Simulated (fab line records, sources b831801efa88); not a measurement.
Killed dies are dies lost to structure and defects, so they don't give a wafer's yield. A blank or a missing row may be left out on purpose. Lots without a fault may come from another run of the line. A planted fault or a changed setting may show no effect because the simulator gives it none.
fab line records | flow sky130
record lots=13 wafers=39 last_day=49
route steps=708 shown FIELD_ISO@2 METAL3@569 VIA3@597 PASSIVATION@684 PAD_OPEN@708
lots that met no fault: from a run of the same line without faults
start_h: hours from the record's first day to the start of the lot's first wafer shown | wait_h: hours since the lot's step before | " the same as in the row above | L1.1+2: a row that stands for several wafers | - no value, or no start given | * or withheld: withheld | < > ~ a bound
route shown NAME@n: a module of which the file shows steps, and the number in the route of the first | usual: mean/standard deviation of fault-free wafers | same: alike in all rows | chamber/n: place in a boat | sites: the reading at each site | _std_site: their standard deviation | _edge_site: outer sites' mean less inner sites' | radius_mm: how far each site lies from the wafer's centre | mask NAME#n: copy n | behind: the tool/chamber that last shaped the wafer | hold: why the lot was held/for how many hours/how that ended | device: the transistor (n, p or np) that didn't switch | end of line: the same wafers' tests at the end of the route | a step without rows: its recipe alone | killed: dies lost to structure and defects at the first sort, not the wafer's yield | map: a wafer's dies, x killed, . not, _ none there
set.NAME: the setting as run; set.NAME@STEP: as run at that earlier step | model.NAME: the simulator's own value behind a step, which no gauge read
steps of the route over a sample of lots; a table a step, a row a wafer
services: from which hour (start_h, from the record's first day; less than 0 if before it) a tool's chamber was out of use, for how many hours, and why
## steps
# step SKY_FIELD_ISO_OXIDATION_01
# recipe temp_c=900 ambient=O2 stabilise_s=600 purge_s=300 target_thk_a=120 ox_time_s=1843
# columns lot.wafer tool chamber start_h wait_h
L841.1+5+6 furnace-01 0 10.12 0.1
L844.2+4+5 furnace-02 0 25.12 0.1
L845.3+4+6 furnace-02 0 30.43 0.4
L847.3+5+6 furnace-02 0 41.27 1.2
L849.3+4+5 furnace-01 0 50.12 0.1
L850.4+5+6 furnace-02 0 55.12 0.0
L851.3+5+6 furnace-02 0 60.12 0.1
L852.1+3+5 furnace-01 0 65.12 0.1
L854.2+5+6 furnace-02 0 76.71 1.7
L855.1+2+5 furnace-02 0 81.14 1.1
L856.2+3+5 furnace-02 0 85.51 0.5
L857.3+4+6 furnace-01 0 90.12 0.1
L858.1+3+4 furnace-02 0 95.12 0.1
# step SKY_METAL3_STRIP_19
# recipe chemistry=O2/N2 power_w=1400 pressure_mtorr=1500 platen_temp_c=withheld o2_flow_sccm=3000 n2_flow_sccm=300 overash_fraction=0.5
# usual drypump_motor_current_A=5.36/0.25 oes_product_au=0.501/0.0057 strip_time_to_endpoint_s=6.49/0.088
# columns lot.wafer tool chamber start_h wait_h drypump_motor_current_A oes_product_au rf_hours_counter_h strip_time_to_endpoint_s
L841.1 plasma_asher-01 1 893.48 0.1 5.34 0.495 43 6.42
L841.5 " 0 " " 5.27 0.500 - 6.45
L841.6 " 1 " " 5.31 0.497 - 6.50
L844.2 plasma_asher-04 1 914.98 0.1 5.41 0.495 79 6.62
L844.4 " 1 " " 5.39 0.512 - 6.59
L844.5 " 0 " " 5.60 0.500 - 6.62
L845.3 plasma_asher-04 1 922.58 0.1 5.43 0.499 - 6.43
L845.4 " 0 " " 5.55 0.501 - 6.55
L845.6 " 0 " " 5.55 0.497 - 6.52
L847.3 plasma_asher-03 0 935.78 0.1 4.84 0.500 - 6.37
L847.5 " 0 " " 4.84 0.497 - 6.53
L847.6 " 1 " " 5.83 0.496 - 6.41
L849.3 plasma_asher-01 1 948.38 0.1 5.35 0.502 - 6.46
L849.4 " 0 " " 5.27 0.508 - 6.53
L849.5 " 1 " " 5.33 0.503 - 6.55
L850.4 plasma_asher-01 1 960.68 0.1 5.38 0.508 - 6.53
L850.5 " 1 " " 5.35 0.505 - 6.59
L850.6 " 0 " " 5.24 0.501 - 6.47
L851.3 plasma_asher-04 0 968.18 0.1 5.58 0.498 - 6.48
L851.5 " 1 " " 5.42 0.502 - 6.48
L851.6 " 0 " " 5.61 0.502 - 6.42
L852.1 plasma_asher-01 0 969.24 0.1 5.27 0.503 51 6.59
L852.3 " 1 " " 5.32 0.511 - 6.56
L852.5 " 0 " " 5.28 0.497 - 6.46
L854.2 plasma_asher-01 0 992.47 0.2 5.23 0.503 53 6.60
L854.5 " 1 " " 5.31 0.503 - 6.68
L854.6 " 0 " " 5.27 0.511 - 6.61
L855.1 plasma_asher-04 1 996.22 0.3 5.44 0.512 87 6.62
L855.2 " 0 " " 5.59 0.507 87 6.63
L855.5 " 1 " " 5.46 0.508 - 6.63
L856.2 plasma_asher-04 1 1031.99 0.1 5.43 0.499 91 6.49
L856.3 " 0 " " 5.60 0.496 - 6.42
L856.5 " 1 " " 5.44 0.499 - 6.60
L857.3 plasma_asher-04 0 1034.95 0.2 5.60 0.502 - 6.45
L857.4 " 1 " " 5.42 0.497 - 6.42
L857.6 " 0 " " 5.55 0.501 - 6.44
L858.1 plasma_asher-03 0 1041.44 0.1 4.81 0.499 30 6.42
L858.3 " 0 " " 4.84 0.503 - 6.43
L858.4 " 1 " " 5.86 0.494 - 6.36
# step SKY_VIA3_CMP_24
# recipe stop_on=SiO2 t_overpolish_s=20 down_force_psi=3.5 platen_rpm=60 target_thk_nm=0 pad_velocity_m_s=0.94248
# usual motor_current_A=11.0/0.87 overpolish_run_s=20.000/0.0094 time_to_endpoint_s=93/6
# columns lot.wafer tool chamber start_h wait_h motor_current_A overpolish_run_s time_to_endpoint_s
L841.1 cmp-01 3 920.14 0.2 10.4 19.987 83
L841.6 " 0 " " 10.0 19.983 101
L841.5 " 1 " " 11.1 20.006 95
L844.4 cmp-01 1 942.32 0.1 11.0 20.011 96
L844.2 " 2 " " 11.7 19.977 92
L844.5 " 0 " " 9.8 20.015 98
L845.4 cmp-02 2 949.34 0.1 10.2 20.007 86
L845.3 " 0 " " 12.2 19.994 91
L845.6 " 2 " " 10.1 20.006 89
L847.3 cmp-02 3 962.22 0.2 12.2 19.994 90
L847.6 " 0 " " 12.0 20.014 91
L847.5 " 1 " " 11.2 20.001 99
L849.3 cmp-01 3 974.69 0.1 10.7 19.992 85
L849.4 " 0 " " 9.7 20.004 98
L849.5 " 1 " " 11.5 20.012 101
L850.4 cmp-01 2 986.63 0.1 11.2 19.998 98
L850.6 " 0 " " 9.2 19.996 96
L850.5 " 1 " " 10.8 20.005 93
L851.3 cmp-01 0 993.52 0.1 9.9 20.007 101
L851.6 " 2 " " 11.8 19.999 98
L851.5 " 3 " " 11.2 19.996 86
L852.3 cmp-02 2 994.27 0.0 9.6 19.999 89
L852.1 " 1 " " 11.7 20.013 95
L852.5 " 2 " " 9.9 20.009 81
L854.2 cmp-01 2 1017.48 0.1 11.3 20.008 97
L854.6 " 0 " " 9.9 20.004 97
L854.5 " 1 " " 10.7 20.007 91
L855.1 cmp-01 0 1021.22 0.5 9.4 19.990 98
L855.2 " 3 " " 10.4 19.988 84
L855.5 " 1 " " 11.4 20.014 100
L856.2 cmp-01 1 1055.82 0.0 11.1 19.992 101
L856.3 " 2 " " 11.8 19.995 101
L856.5 " 1 " " 11.2 20.017 103
L857.4 cmp-02 0 1058.88 0.0 12.3 19.995 91
L857.3 " 3 " " 11.6 19.994 87
L857.6 " 0 " " 12.2 20.008 88
L858.4 cmp-02 2 1065.22 0.1 10.2 19.999 87
L858.3 " 3 " " 11.6 20.007 88
L858.1 " 0 " " 11.4 20.005 89
# step SKY_PASSIVATION_THK_MEAS_03
# recipe reads=Si3N4_of_PASSIVATION_CVD_02
# usual PASSIVATION_CVD_02_THK=540/7.7
# columns lot.wafer tool chamber start_h wait_h PASSIVATION_CVD_02_THK[nm]
L841.1 film_metro-03 - 1019.24 - 549
L841.5 " - " " 554
L841.6 " - " " 543
L844.2 film_metro-03 - 1038.29 - 538
L844.4 " - " " 545
L844.5 " - " " 546
L845.3 film_metro-03 - 1048.19 - 523
L845.4 " - " " 538
L845.6 " - " " 546
L847.3 film_metro-03 - 1057.07 - 541
L847.5 " - " " 552
L847.6 " - " " 544
L849.3 film_metro-03 - 1071.09 - 535
L849.4 " - " " 546
L849.5 " - " " 542
L850.4 film_metro-03 - 1078.73 - 557
L850.5 " - " " 545
L850.6 " - " " 536
L851.3 film_metro-03 - 1085.74 - 539
L851.5 " - " " 542
L851.6 " - " " 544
L852.1 film_metro-01 - 1086.58 - 544
L852.3 " - " " 545
L852.5 " - " " 552
L854.2 film_metro-04 - 1106.90 - 530
L854.5 " - " " 545
L854.6 " - " " 536
L855.1 film_metro-03 - 1110.36 - 541
L855.2 " - " " 536
L855.5 " - " " 544
L856.2 film_metro-01 - 1140.53 - 532
L856.3 " - " " 535
L856.5 " - " " 538
L857.3 film_metro-01 - 1142.14 - 534
L857.4 " - " " 526
L857.6 " - " " 542
L858.1 film_metro-03 - 1147.73 - 523
L858.3 " - " " 528
L858.4 " - " " 532
# step SKY_PAD_OPEN_PROBE_99
# usual killed_at_M0_to_M3=42/6.3 killed_at_M4_up=3.2/1.9 killed_at_contacts=24/5.8 killed_at_front_end=15/4.3 killed_at_other=0.2/0.62 killed_dies=85/9.3 killed_on_rim=16/3.3 killed_open=46/6.8 killed_short=38/6.1
# same gross_dies=492 killed_at_back_side=0
# columns lot.wafer tool chamber start_h wait_h killed_at_M0_to_M3 killed_at_M4_up killed_at_contacts killed_at_front_end killed_at_other killed_dies killed_on_rim killed_open killed_short
L841.1 prober-02 - 1064.27 0.1 37 9 42 13 0 101 17 43 58
L841.5 prober-02 - 1064.47 0.2 48 1 20 13 0 82 15 53 29
L841.6 prober-02 - 1064.52 0.2 33 2 21 20 0 76 11 33 43
L849.3 prober-02 - 1112.96 0.2 44 3 31 18 0 96 21 56 40
L849.4 prober-02 - 1113.01 0.2 58 3 18 16 0 95 19 41 53
L849.5 prober-02 - 1113.06 0.2 37 4 25 17 0 83 14 43 39
L850.4 prober-01 - 1121.08 0.2 38 1 16 11 1 67 14 45 22
L850.5 prober-01 - 1121.13 0.2 42 0 28 18 0 88 17 55 33
L850.6 prober-01 - 1121.18 0.2 44 6 31 20 0 101 20 54 47
L852.1 prober-01 - 1127.94 0.1 35 4 30 16 0 85 18 47 36
L852.3 prober-01 - 1128.04 0.2 49 2 26 14 1 92 18 50 41
L852.5 prober-01 - 1128.14 0.2 26 2 28 14 0 70 14 40 30
L854.2 prober-01 - 1146.43 0.1 49 2 22 13 0 86 15 48 38
L854.5 prober-01 - 1146.58 0.2 42 3 22 22 0 89 18 46 43
L854.6 prober-01 - 1146.63 0.2 39 4 20 14 0 77 13 42 35
L855.1 prober-02 - 1148.54 0.1 41 2 13 135 0 191 42 35 32
L855.2 prober-02 - 1148.59 0.1 34 8 18 110 0 170 32 41 29
L855.5 prober-02 - 1148.74 0.2 34 3 17 114 0 168 37 34 27
L856.2 prober-01 - 1177.44 0.1 40 0 22 120 0 182 30 35 39
L856.3 prober-01 - 1177.49 0.2 44 1 16 131 0 192 34 48 36
L856.5 prober-01 - 1177.59 0.2 43 0 26 123 0 192 42 52 33
L857.3 prober-02 - 1178.80 0.2 39 4 19 13 0 75 14 37 37
L857.4 prober-02 - 1178.85 0.2 38 4 25 9 0 76 17 41 35
L857.6 prober-02 - 1178.95 0.2 50 3 26 14 0 93 21 52 40
L858.1 prober-01 - 1184.41 0.1 34 1 19 121 0 175 36 40 25
L858.3 prober-01 - 1184.51 0.2 44 2 25 122 0 193 32 41 37
L858.4 prober-01 - 1184.56 0.2 30 5 29 113 0 177 34 47 27
# killed by level:class
L841.1 LOCAL_INTERCONNECT:geometric_particle:short=12 CONTACT:geometric_particle:open=12 LI_CONTACT:geometric_particle:open=8 METAL4:geometric_particle:short=8 FIELD_ISO:geometric_particle:short=6 VIA1:geometric_particle:open=6 METAL1:geometric_particle:short=6 CONTACT:geometric_particle:short=6
L841.5 VIA1:geometric_particle:open=18 LI_CONTACT:geometric_particle:open=8 CONTACT:geometric_particle:open=8 VIA1:geometric_particle:short=7 VIA3:geometric_particle:open=5 POLY_GATE:geometric_particle:open=4 METAL1:geometric_particle:short=4 VIA2:geometric_particle:short=4
L841.6 FIELD_ISO:geometric_particle:short=8 VIA1:geometric_particle:open=8 LOCAL_INTERCONNECT:geometric_particle:short=7 LI_CONTACT:geometric_particle:open=6 FIELD_ISO:geometric_particle:open=5 METAL2:geometric_particle:short=5 VIA2:geometric_particle:short=5 POLY_GATE:geometric_particle:short=4
L849.3 CONTACT:geometric_particle:open=10 VIA1:geometric_particle:open=10 VIA3:geometric_particle:open=8 LI_CONTACT:geometric_particle:open=7 CONTACT:geometric_particle:short=6 VIA2:geometric_particle:open=6 LOCAL_INTERCONNECT:geometric_particle:short=5 FIELD_ISO:geometric_particle:open=4
L849.4 VIA1:geometric_particle:open=10 VIA3:geometric_particle:open=9 METAL2:geometric_particle:short=9 METAL1:geometric_particle:short=8 VIA2:geometric_particle:open=8 FIELD_ISO:geometric_particle:short=5 POLY_GATE:geometric_particle:short=5 CONTACT:geometric_particle:short=5
L849.5 VIA3:geometric_particle:open=11 FIELD_ISO:geometric_particle:short=9 CONTACT:geometric_particle:open=9 VIA1:geometric_particle:open=9 CONTACT:geometric_particle:short=7 VIA1:geometric_particle:short=5 METAL2:geometric_particle:short=5 FIELD_ISO:geometric_particle:open=4
L850.4 VIA1:geometric_particle:open=11 CONTACT:geometric_particle:open=7 VIA3:geometric_particle:open=7 METAL1:geometric_particle:short=5 FIELD_ISO:geometric_particle:open=3 FIELD_ISO:geometric_particle:short=3 LOCAL_INTERCONNECT:geometric_particle:short=3 METAL1:geometric_particle:open=3
L850.5 VIA1:geometric_particle:open=13 CONTACT:geometric_particle:open=11 LI_CONTACT:geometric_particle:open=8 FIELD_ISO:geometric_particle:short=7 VIA2:geometric_particle:open=7 METAL1:geometric_particle:short=4 CONTACT:geometric_particle:short=4 METAL2:geometric_particle:open=4
L850.6 CONTACT:geometric_particle:open=13 LI_CONTACT:geometric_particle:open=12 VIA1:geometric_particle:short=8 FIELD_ISO:geometric_particle:short=7 VIA2:geometric_particle:open=6 METAL1:geometric_particle:short=6 FIELD_ISO:geometric_particle:open=5 METAL2:geometric_particle:short=5
L852.1 VIA1:geometric_particle:open=11 CONTACT:geometric_particle:open=10 LI_CONTACT:geometric_particle:open=8 LI_CONTACT:geometric_particle:short=6 METAL1:geometric_particle:short=5 VIA3:geometric_particle:open=5 FIELD_ISO:geometric_particle:open=4 FIELD_ISO:geometric_particle:short=4
L852.3 CONTACT:geometric_particle:open=11 VIA1:geometric_particle:open=11 LI_CONTACT:geometric_particle:open=9 METAL2:geometric_particle:short=8 METAL1:geometric_particle:short=7 FIELD_ISO:geometric_particle:short=6 CONTACT:geometric_particle:short=6 VIA2:geometric_particle:open=5
L852.5 CONTACT:geometric_particle:open=15 FIELD_ISO:geometric_particle:short=8 LI_CONTACT:geometric_particle:open=5 FIELD_ISO:geometric_particle:open=4 LI_CONTACT:geometric_particle:short=4 VIA2:geometric_particle:open=4 METAL2:geometric_particle:short=4 VIA3:geometric_particle:open=4
L854.2 CONTACT:geometric_particle:open=11 VIA1:geometric_particle:open=10 VIA1:geometric_particle:short=9 VIA2:geometric_particle:open=9 LI_CONTACT:geometric_particle:open=5 METAL1:geometric_particle:short=5 VIA3:geometric_particle:open=5 POLY_GATE:geometric_particle:open=4
L854.5 FIELD_ISO:geometric_particle:short=11 VIA1:geometric_particle:open=11 VIA3:geometric_particle:open=8 VIA2:geometric_particle:open=7 LOCAL_INTERCONNECT:geometric_particle:short=6 LI_CONTACT:geometric_particle:open=5 CONTACT:geometric_particle:open=5 VIA1:geometric_particle:short=5
L854.6 VIA1:geometric_particle:open=14 CONTACT:geometric_particle:open=8 METAL1:geometric_particle:short=5 FIELD_ISO:geometric_particle:open=4 POLY_GATE:geometric_particle:open=4 LI_CONTACT:geometric_particle:short=4 CONTACT:geometric_particle:short=4 VIA1:geometric_particle:short=4
L855.1 FIELD_ISO:unspecified=124 VIA3:geometric_particle:open=8 VIA1:geometric_particle:open=6 METAL1:geometric_particle:short=5 METAL2:geometric_particle:short=5 VIA2:geometric_particle:open=5 LI_CONTACT:geometric_particle:open=4 CONTACT:geometric_particle:short=4
L855.2 FIELD_ISO:unspecified=100 VIA1:geometric_particle:open=12 LI_CONTACT:geometric_particle:open=7 METAL4:geometric_particle:short=6 POLY_GATE:geometric_particle:open=4 CONTACT:geometric_particle:open=4 METAL3:geometric_particle:short=4 VIA3:geometric_particle:open=4
L855.5 FIELD_ISO:unspecified=107 VIA3:geometric_particle:open=9 CONTACT:geometric_particle:open=8 VIA1:geometric_particle:open=7 METAL1:geometric_particle:short=4 METAL2:geometric_particle:short=4 LI_CONTACT:geometric_particle:open=3 LOCAL_INTERCONNECT:geometric_particle:short=3
L856.2 FIELD_ISO:unspecified=106 METAL1:geometric_particle:short=9 VIA1:geometric_particle:open=7 VIA3:geometric_particle:open=7 LOCAL_INTERCONNECT:geometric_particle:short=6 POLY_GATE:geometric_particle:short=4 VIA1:geometric_particle:short=4 LI_CONTACT:geometric_particle:open=4
L856.3 FIELD_ISO:unspecified=108 VIA1:geometric_particle:open=9 FIELD_ISO:geometric_particle:open=8 CONTACT:geometric_particle:open=7 VIA3:geometric_particle:open=6 METAL2:geometric_particle:short=6 VIA2:geometric_particle:open=6 CONTACT:geometric_particle:short=4
L856.5 FIELD_ISO:unspecified=106 CONTACT:geometric_particle:open=12 VIA1:geometric_particle:short=11 VIA1:geometric_particle:open=10 LI_CONTACT:geometric_particle:open=7 VIA2:geometric_particle:open=6 FIELD_ISO:geometric_particle:open=4 POLY_GATE:geometric_particle:open=4
L857.3 CONTACT:geometric_particle:open=8 VIA2:geometric_particle:open=7 METAL1:geometric_particle:short=6 METAL2:geometric_particle:short=6 VIA1:geometric_particle:open=6 FIELD_ISO:geometric_particle:short=5 CONTACT:geometric_particle:short=4 VIA3:geometric_particle:open=4
L857.4 LI_CONTACT:geometric_particle:open=8 CONTACT:geometric_particle:open=7 CONTACT:geometric_particle:short=6 VIA1:geometric_particle:open=6 VIA2:geometric_particle:open=6 METAL1:geometric_particle:short=5 VIA3:geometric_particle:open=5 VIA3:geometric_particle:short=4
L857.6 VIA1:geometric_particle:open=14 CONTACT:geometric_particle:open=10 LOCAL_INTERCONNECT:geometric_particle:short=8 VIA2:geometric_particle:open=8 METAL2:geometric_particle:short=7 METAL1:geometric_particle:short=6 VIA1:geometric_particle:short=5 CONTACT:geometric_particle:short=4
L858.1 FIELD_ISO:unspecified=110 VIA1:geometric_particle:open=13 LI_CONTACT:geometric_particle:open=8 LI_CONTACT:geometric_particle:short=5 VIA3:geometric_particle:open=5 FIELD_ISO:geometric_particle:short=4 METAL1:geometric_particle:open=4 METAL2:geometric_particle:short=4
L858.3 FIELD_ISO:unspecified=115 LI_CONTACT:geometric_particle:open=10 VIA1:geometric_particle:open=9 METAL2:geometric_particle:short=7 VIA3:geometric_particle:open=6 VIA3:geometric_particle:short=5 CONTACT:geometric_particle:short=4 VIA1:geometric_particle:short=4
L858.4 FIELD_ISO:unspecified=102 VIA1:geometric_particle:open=11 CONTACT:geometric_particle:open=10 LI_CONTACT:geometric_particle:open=7 VIA3:geometric_particle:open=7 METAL2:geometric_particle:short=5 POLY_GATE:geometric_particle:open=4 METAL4:geometric_particle:short=4
## services
# columns tool chamber start_h hours kind
cmp-01 - 42.66 7.4 pm
cmp-01 - 64.00 4.0 pm
cmp-01 - 69.84 0.6 repair
cmp-01 - 100.48 3.0 repair
cmp-01 - 119.98 0.8 repair
cmp-01 - 135.59 0.6 repair
cmp-01 - 138.03 1.9 repair
cmp-01 - 157.60 0.9 repair
cmp-01 - 167.67 5.5 repair
cmp-01 - 173.22 4.7 pm
furnace-02 - 266.74 4.8 pm
cmp-01 - 303.57 1.9 repair
cmp-01 - 316.98 0.5 repair
furnace-02 - 318.17 3.2 pm
cmp-01 - 373.11 3.5 repair
cmp-01 - 404.00 4.0 pm
furnace-02 - 432.81 5.1 pm
cmp-01 - 458.90 16.8 pm
furnace-02 - 557.49 2.5 pm
furnace-02 - 600.28 3.6 pm
furnace-02 - 603.85 4.7 pm
furnace-02 - 767.71 3.4 pm
furnace-02 - 882.17 3.4 pm
furnace-02 - 935.71 4.2 pm
## key
first_sign step=SKY_PAD_OPEN_PROBE_99 reading=killed_at_front_end direction=up sigmas=25 usual=15 struck=121
effect step=SKY_PAD_OPEN_PROBE_99 reading=killed_dies direction=up sigmas=11 usual=85 struck=182
met_at SKY_FIELD_ISO_OXIDATION_01
struck_lots L855,L856,L858
tester_left_out L855,L856,L858
not_acting_at SKY_METAL3_STRIP_19,SKY_VIA3_CMP_24,SKY_PASSIVATION_THK_MEAS_03
onset_between 76.71 81.14
fault kind=chamber_particle_source tool=furnace-02 chamber=- onset_h=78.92 steps=SKY_FIELD_ISO_OXIDATION_01 rate_per_visit_cm2=0.51916 end_h=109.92
# tester_left_out: of these lots the tester's yield and bins aren't shown, on N5 and GAA mostly nor the transistor test; their killed dies are dies lost to structure and defects alone, not to doping, threshold or leakage, so they don't give the yield
